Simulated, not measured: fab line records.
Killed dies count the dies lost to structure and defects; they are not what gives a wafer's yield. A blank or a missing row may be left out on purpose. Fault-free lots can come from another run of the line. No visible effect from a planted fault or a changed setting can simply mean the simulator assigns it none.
A lot that was struck, set against a sound lot / flow sky130 / 15 steps out of a route of 708
Sound: the wafers L456.2, L456.3, L456.6. Struck: wafer L455.4 (L455.2, L455.6, from the same lot, were not struck and are left out); the cause is given at the end.
Each step with rows lists, per side, the tool, then ch with its chambers, then its first start. Under that, the readings that differ: sound wafers / struck wafers / difference of the means / sigmas: that difference in standard deviations of wafers without a fault.
alike: a reading whose means differ by less than 2 such deviations, as well as words and numbers matching on both sides. not compared: withheld readings; readings where some wafer has no value; bounds like >300 that might hide an equal value; numbers whose values overlap and for which the record gives no deviation.
The two part at a step that has a row with sigmas, a row that says differs or no value, or rows on one side only. Numbers that don't overlap but have no deviation are shown without sigmas and don't part them. A reading that every wafer of one side lacks parts them only if that side has two wafers or more.

first, 2 steps without rows for these wafers: SKY_VIA4_PEB_09; SKY_VIA4_DEVELOP_10 (develop time 60 s).
SKY_VIA4_OVL_MEAS_11:
  struck on overlay-01, day 46 02:24; sound on overlay-02, day 46 17:42
  alike: VIA4_OVL
SKY_VIA4_ETCH_12: etches SiO2 in C4F8/O2/Ar, stops on TiN, target depth 580 nm.
  sound on rieDiel-04 ch 0,2,3, day 46 17:44; struck on rieDiel-03 ch 1, day 46 02:26
  alike: oesProductAu
SKY_VIA4_STRIP_13: strips in O2/N2.
  sound on plasmaAsher-03 ch 0,1, day 46 17:48; struck on plasmaAsher-02 ch 0, day 46 02:30
reading=drypumpMotorCurrentA (A); sound=5.8 5.8 5.9; struck=6.6; difference=+0.8; sigmas=+2
  alike: oesProductAu, stripTimeToEndpointS
  not compared: rfHoursCounterH
then, 3 steps without rows for these wafers: SKY_VIA4_STRIP_14 (strips in post etch residue remover, time 1200 s); SKY_VIA4_CLEAN_15 (cleans in IPA, time 180 s); SKY_VIA4_CLEAN_16 (cleans in O3/DIW).
SKY_VIA4_SPUTTER_17: material TiN, target thk 20 nm, time 80 s.
  struck on pvdSputter-01, day 46 03:07; sound on pvdSputter-04, day 46 18:23
  alike: throttleValvePct
SKY_VIA4_CVD_18: deposits W, target thk 505 nm, time 152.14 s.
  sound on cvdW-02 ch 0,1, day 46 18:27; struck on cvdW-01 ch 1, day 46 03:11
  alike: heaterPowerW, susceptorTempC
SKY_VIA4_RS_MEAS_19: a four-point-probe measurement.
  struck on filmMetro-02, day 46 03:21; sound on filmMetro-04, day 46 18:37
  alike: VIA4_W_RS
SKY_VIA4_THK_MEAS_20: measures by xrf.
  struck on filmMetro-02, day 46 03:28; sound on filmMetro-04, day 46 18:44
  alike: VIA4_W_THK
SKY_VIA4_CMP_21: polishes, stops on SiO2, t overpolish 25 s, target thk 0 nm.
  sound on cmp-02 ch 0,1,2, day 46 18:53; struck on cmp-01 ch 3, day 46 03:37
reading=overpolishRunS (s); sound=25.000 24.991 25.004; struck=0.030; difference=-24.968; sigmas=-99 or more
reading=timeToEndpointS (s); sound=120 120 122; struck=190; difference=+69; sigmas=+17
  alike: motorCurrentA
SKY_METAL5_SPUTTER_00: material Ti, target thk 15 nm, time 10 s.
  the record holds rows for the sound wafers here (pvdSputter-01, day 46 19:05) but none for the struck ones
-- the record jumps here: 3 days lie between the struck wafers' starts before and after (it left off in module METAL5 and takes up again in module PAD_OPEN, whose first step shown is number 708 of the route) --
SKY_PAD_OPEN_PROBE_99:
  the record has rows for the struck wafers here (prober-01, day 48 17:59) and none for the sound ones

## WHERE THEY PART
First at SKY_VIA4_STRIP_13; last, within this record, at SKY_PAD_OPEN_PROBE_99.

WHY: what had been put in by the simulator
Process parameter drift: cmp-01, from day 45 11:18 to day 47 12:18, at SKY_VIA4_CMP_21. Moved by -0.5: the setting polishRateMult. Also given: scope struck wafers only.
